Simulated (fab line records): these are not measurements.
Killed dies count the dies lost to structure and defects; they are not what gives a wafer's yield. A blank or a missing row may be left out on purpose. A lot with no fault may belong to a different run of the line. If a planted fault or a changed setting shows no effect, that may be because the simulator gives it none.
The tool behind it: which one?    flow gf180mcu    Sampling: 6 lots, 18 wafers, 2 of 602 route steps

== WHAT THE GAUGES SHOWED, per wafer ==
GF_NWELL_TW_MEAS_11.
lot   measured     on            NWELL_TW
L226  day 3 17:23  filmMetro-02  1581 1577 1570
L230  day 4 16:58  filmMetro-04  1571 1583 1578
L232  day 5 03:47  filmMetro-03  1552 1560 1556
L234  day 5 14:42  filmMetro-04  1439 1433 1438 1437 1444 1432
L242  day 7 17:10  filmMetro-04  1590 1590 1588
L247  day 8 12:35  filmMetro-03  1554 1543 1556

== TOOL THAT RAN EACH LOT (tool first, then ch and the chambers of the sampled wafers, then the start) ==
lot   GF_NWELL_IMPLANT_08
L226  implanter-01 ch 0, day 3 16:59
L230  implanter-01 ch 0, day 4 16:34
L232  implanter-01 ch 0, day 5 03:23
L234  implanter-01 ch 0, day 5 14:18
L242  implanter-04 ch 0, day 7 16:46
L247  implanter-01 ch 0, day 8 12:13
- GF_NWELL_IMPLANT_08

== THE ANSWER, worked out from the rows above alone ==
Rule: the lots themselves supply what counts as usual. Put in order of their means at a reading, lots are off if they are a third of the lots or fewer, leave a main group of 4 or more, and stand apart from it by a gap of 3 or more times the standard deviation of the main group's means; of several such gaps the widest counts. Not used: any main group whose means are identical at the precision the tables above print for the reading. Also off: a lot with no number at a reading for which 4 or more lots have one. Where the step has rows for the other lots, those lots are counted as sound.
Off: L234, at GF_NWELL_TW_MEAS_11 (NWELL_TW). The main group: mean 1570, standard deviation 14.
A tool fits if, at a process step before that reading, it ran every lot that is off, and no sound lot after the first of them. Those tools and the gauges at GF_NWELL_TW_MEAS_11 are tried in the same way. Of those tried, none fits.

== WHAT HAD BEEN PUT IN BY THE SIMULATOR ==
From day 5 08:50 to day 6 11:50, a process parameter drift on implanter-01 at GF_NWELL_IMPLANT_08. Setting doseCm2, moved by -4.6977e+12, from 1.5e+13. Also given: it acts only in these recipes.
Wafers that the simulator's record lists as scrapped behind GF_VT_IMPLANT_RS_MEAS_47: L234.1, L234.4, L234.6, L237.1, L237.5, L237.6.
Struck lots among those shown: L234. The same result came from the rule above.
